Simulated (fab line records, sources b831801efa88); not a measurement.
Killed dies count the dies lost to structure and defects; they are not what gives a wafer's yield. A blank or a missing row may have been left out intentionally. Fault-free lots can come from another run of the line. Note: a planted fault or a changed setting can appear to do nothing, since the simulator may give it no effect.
Which tool was responsible?    flow gf180mcu    11 lots with 33 wafers sampled at 6 steps, on a route of 602 steps

WHAT THE GAUGES READ, wafer by wafer
GF_TOP_METAL_RS_MEAS_05: measurement is done with a four-point probe.
lot   measured      on             TOP_METAL_ALCU_RS (ohm/sq)
L297  day 27 03:18  film metro-03  0.03285 0.03291 0.03281
L298  day 27 18:30  film metro-03  0.03278 0.03281 0.03262
L299  day 27 23:32  film metro-02  0.03238 0.03237 0.03245
L300  day 28 10:00  film metro-04  0.03288 0.03282 0.0326
L301  day 28 13:49  film metro-04  0.03285 0.03264 0.03273
L302  day 28 23:44  film metro-04  0.03305 0.03292 0.03308
L309  day 31 01:17  film metro-04  0.03323 0.03268 0.03309
L314  day 32 08:29  film metro-02  0.04035 0.03272 0.03253
L315  day 32 14:22  film metro-03  0.03299 0.03283 0.04047
L318  day 33 05:35  film metro-02  0.03278 0.03272 0.03256
L320  day 33 21:14  film metro-04  0.0329 0.03273 0.03288

GF_TOP_METAL_THK_MEAS_06: measures by xrf.
lot   measured      on             TOP_METAL_ALCU_THK (nm)
L297  day 27 03:24  film metro-03  880 873 878
L298  day 27 18:35  film metro-03  880 876 880
L299  day 27 23:39  film metro-02  888 887 887
L300  day 28 10:06  film metro-04  875 875 877
L301  day 28 13:55  film metro-04  869 874 880
L302  day 28 23:52  film metro-04  867 871 870
L309  day 31 01:25  film metro-04  868 880 868
L314  day 32 08:37  film metro-02  716 882 888
L315  day 32 14:28  film metro-03  869 877 710
L318  day 33 05:42  film metro-02  876 878 881
L320  day 33 21:20  film metro-04  885 890 889

GF_TOP_METAL_OVL_MEAS_15.
lot   measured      on          TOP_METAL_OVL (nm)
L297  day 27 23:39  overlay-01  -2.1 -0.6 -2.1
L298  day 28 13:59  overlay-02  -0.7 -1.9 -2.1
L299  day 28 19:27  overlay-01  0.3 2.2 2.1
L300  day 29 05:10  overlay-01  -1.7 -1.2 -0.8
L301  day 29 08:08  overlay-01  1.5 1.5 1.7
L302  day 29 18:26  overlay-02  -2.8 -2.0 0.7
L309  day 31 18:50  overlay-01  -0.4 0.6 0.9
L314  day 33 00:55  overlay-02  1.9 1.4 0.8
L315  day 33 06:37  overlay-02  2.1 1.8 0.9
L318  day 33 21:31  overlay-02  -3.0 0.0 -2.2
L320  day 34 11:48  overlay-01  0.8 0.6 -1.9

WHAT TOOL EACH LOT RAN ON (gives the tool, then ch and the chambers of the sampled wafers, and finally the start)
lot   GF_V4_CVD_23                   GF_V5_CVD_23                   GF_TOP_METAL_SPUTTER_02
L297  cvd w-01 ch 0,1, day 24 07:42  cvd w-02 ch 0,1, day 27 02:29  pvd sputter-02, day 27 03:10
L298  cvd w-02 ch 0,1, day 25 00:31  cvd w-01 ch 0,1, day 27 17:40  pvd sputter-04, day 27 18:21
L299  cvd w-01 ch 0,1, day 25 04:45  cvd w-01 ch 0,1, day 27 22:43  pvd sputter-02, day 27 23:26
L300  cvd w-01 ch 0,1, day 25 15:55  cvd w-02 ch 0,1, day 28 08:55  pvd sputter-02, day 28 09:52
L301  cvd w-02 ch 0,1, day 25 21:05  cvd w-01 ch 0,1, day 28 12:52  pvd sputter-02, day 28 13:36
L302  cvd w-02 ch 0,1, day 26 07:06  cvd w-01 ch 0,1, day 28 22:56  pvd sputter-02, day 28 23:39
L309  cvd w-01 ch 1, day 28 13:30    cvd w-02 ch 0,1, day 31 00:28  pvd sputter-02, day 31 01:12
L314  cvd w-01 ch 0,1, day 29 21:36  cvd w-01 ch 0,1, day 32 07:16  pvd sputter-02, day 32 08:24
L315  cvd w-02 ch 0,1, day 30 05:52  cvd w-02 ch 0,1, day 32 13:32  pvd sputter-02, day 32 14:15
L318  cvd w-02 ch 0,1, day 30 21:50  cvd w-02 ch 0,1, day 33 04:46  pvd sputter-03, day 33 05:29
L320  cvd w-02 ch 0, day 31 15:41    cvd w-02 ch 0,1, day 33 20:23  pvd sputter-03, day 33 21:07
- GF_V4_CVD_23: deposits W, target thk 350 nm, time 104.9 s.
- GF_V5_CVD_23: deposits W, target thk 350 nm, time 104.9 s.
- GF_TOP_METAL_SPUTTER_02: material AlCu, target thk 900 nm, time 47.82 s.

WHAT THE TOOLS THEMSELVES READ (means of the sampled wafers that have a number; where no wafer has one, the mark that the record gives instead)
GF_V4_CVD_23.
lot   tool      heater power w (W)
L297  cvd w-01  921
L298  cvd w-02  830
L299  cvd w-01  876
L300  cvd w-01  882
L301  cvd w-02  843
L302  cvd w-02  958
L309  cvd w-01  958
L314  cvd w-01  885
L315  cvd w-02  836
L318  cvd w-02  837
L320  cvd w-02  1063

GF_V5_CVD_23.
lot   tool      heater power w (W)
L297  cvd w-02  842
L298  cvd w-01  872
L299  cvd w-01  875
L300  cvd w-02  954
L301  cvd w-01  888
L302  cvd w-01  919
L309  cvd w-02  969
L314  cvd w-01  876
L315  cvd w-02  967
L318  cvd w-02  852
L320  cvd w-02  825

GF_TOP_METAL_SPUTTER_02.
lot   tool            throttle valve pct (%)
L297  pvd sputter-02  29.5
L298  pvd sputter-04  30.5
L299  pvd sputter-02  29.9
L300  pvd sputter-02  30.2
L301  pvd sputter-02  29.9
L302  pvd sputter-02  30.4
L309  pvd sputter-02  30.1
L314  pvd sputter-02  30.2
L315  pvd sputter-02  29.9
L318  pvd sputter-03  29.5
L320  pvd sputter-03  30.5

THE ANSWER, worked out from the rows above alone
Rule: usual is defined by the lots themselves. Put in order of their means at a reading, lots are off if they are a third of the lots or fewer, leave a main group of 4 or more, and stand apart from it by a gap of 3 or more times the standard deviation of the main group's means; of several such gaps the widest counts. If all means in a main group match to the digits the tables above print for the reading, that group is not used. Also off: a lot with no number at a reading for which 4 or more lots have one. The other lots that the step has rows for count as sound. Order of review: gauges by route order, followed by the tools' own readings, for which a lot's mean as printed above is used. At the first step where some lot is off, the reading lying furthest off is the one used; lots without a number count as furthest.
Off: L314, L315, at GF_TOP_METAL_RS_MEAS_05 (TOP_METAL_ALCU_RS). The main group has a mean of 0.03278 ohm/sq with a standard deviation of 0.00017.
A tool fits if, at a process step before that reading, it ran every lot that is off, and no sound lot after the first of them. The gauges at GF_TOP_METAL_RS_MEAS_05 are tried like those tools. One fits: GF_TOP_METAL_SPUTTER_02 on pvd sputter-02. Its last sound lot is L309 (day 31 01:12), its first lot that is off L314 (day 32 08:24): a fault that began between those two fits.

WHAT THE SIMULATOR HAD INSERTED
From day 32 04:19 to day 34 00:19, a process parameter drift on pvd sputter-02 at GF_TOP_METAL_SPUTTER_02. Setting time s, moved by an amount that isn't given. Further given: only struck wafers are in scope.
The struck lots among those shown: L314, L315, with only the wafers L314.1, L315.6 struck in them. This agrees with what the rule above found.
